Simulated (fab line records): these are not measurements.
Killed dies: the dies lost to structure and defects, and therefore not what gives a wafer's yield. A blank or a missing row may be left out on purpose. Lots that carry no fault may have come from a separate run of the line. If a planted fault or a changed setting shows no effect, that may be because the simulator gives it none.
Matching of chambers / flow gf180mcu / wet bench-02 running GF_V2_STRIP_19: 3 sister chambers
The step strips in post etch residue remover, time 1200 s. 14 wafers are shown with their chamber, then 7 later ones without.

## EACH WAFER AND ITS CHAMBER
wafer=L949.1; chamber=3; bath guard temp C (C)=73.1; bath heat duty pct (%)=14.9
wafer=L949.4; chamber=3; bath guard temp C (C)=73.1; bath heat duty pct (%)=14.9
wafer=L949.5; chamber=3; bath guard temp C (C)=73.2; bath heat duty pct (%)=14.1
wafer=L950.2; chamber=0; bath guard temp C (C)=72.6; bath heat duty pct (%)=14.2
wafer=L950.3; chamber=0; bath guard temp C (C)=73.0; bath heat duty pct (%)=14.6
wafer=L950.6; chamber=0; bath guard temp C (C)=72.9; bath heat duty pct (%)=14.0
wafer=L951.1; chamber=3; bath guard temp C (C)=73.0; bath heat duty pct (%)=16.0
wafer=L951.5; chamber=3; bath guard temp C (C)=73.3; bath heat duty pct (%)=15.6
wafer=L951.6; chamber=3; bath guard temp C (C)=73.3; bath heat duty pct (%)=15.6
wafer=L955.3; chamber=1; bath guard temp C (C)=74.0; bath heat duty pct (%)=15.1
wafer=L955.5; chamber=1; bath guard temp C (C)=73.7; bath heat duty pct (%)=15.9
wafer=L955.6; chamber=1; bath guard temp C (C)=73.9; bath heat duty pct (%)=15.9
wafer=L970.1; chamber=0; bath guard temp C (C)=73.1; bath heat duty pct (%)=15.4
wafer=L970.5; chamber=0; bath guard temp C (C)=72.7; bath heat duty pct (%)=16.1

SIGNATURES (averages over the wafers above)
reading=bath guard temp C; chamber 0=72.860; chamber 1=73.867; chamber 3=73.167; scatter within a chamber=0.163
reading=bath heat duty pct; chamber 0=14.860; chamber 1=15.633; chamber 3=15.183; scatter within a chamber=0.729
Rule: distance of a wafer from a chamber = root of the sum over the readings of ((wafer's reading minus chamber's mean) / reading's scatter) squared. The wafer belongs to the nearest chamber; if the next one is less than 2 further off, it can't be placed. How the scatter is found: for the shown wafers, subtract from each reading the mean of its chamber, square and add these, divide the total by (wafers less chambers), then take the root.

## WAFERS WHOSE CHAMBER IS MISSING
wafer=L970.6; bath guard temp C (C)=72.9; bath heat duty pct (%)=14.8
wafer=L971.2; bath guard temp C (C)=73.0; bath heat duty pct (%)=14.7
wafer=L971.3; bath guard temp C (C)=72.6; bath heat duty pct (%)=15.8
wafer=L971.4; bath guard temp C (C)=72.7; bath heat duty pct (%)=14.1
wafer=L972.1; bath guard temp C (C)=73.7; bath heat duty pct (%)=15.8
wafer=L972.4; bath guard temp C (C)=73.7; bath heat duty pct (%)=14.9
wafer=L972.5; bath guard temp C (C)=73.7; bath heat duty pct (%)=15.4

## EACH ONE'S CHAMBER
wafer=L970.6; from the rows above=can't be placed: 0 or 3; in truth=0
wafer=L971.2; from the rows above=can't be placed: 0 or 3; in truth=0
wafer=L971.3; from the rows above=can't be placed: 0 or 3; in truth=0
wafer=L971.4; from the rows above=can't be placed: 0 or 3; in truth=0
wafer=L972.1; from the rows above=1; in truth=1
wafer=L972.4; from the rows above=can't be placed: 1 or 3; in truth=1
wafer=L972.5; from the rows above=1; in truth=1
Correctly placed: 2 of 7. Can't be placed from these rows: 5 (the true chamber is among the candidates in 5). Number placed wrongly: 0.
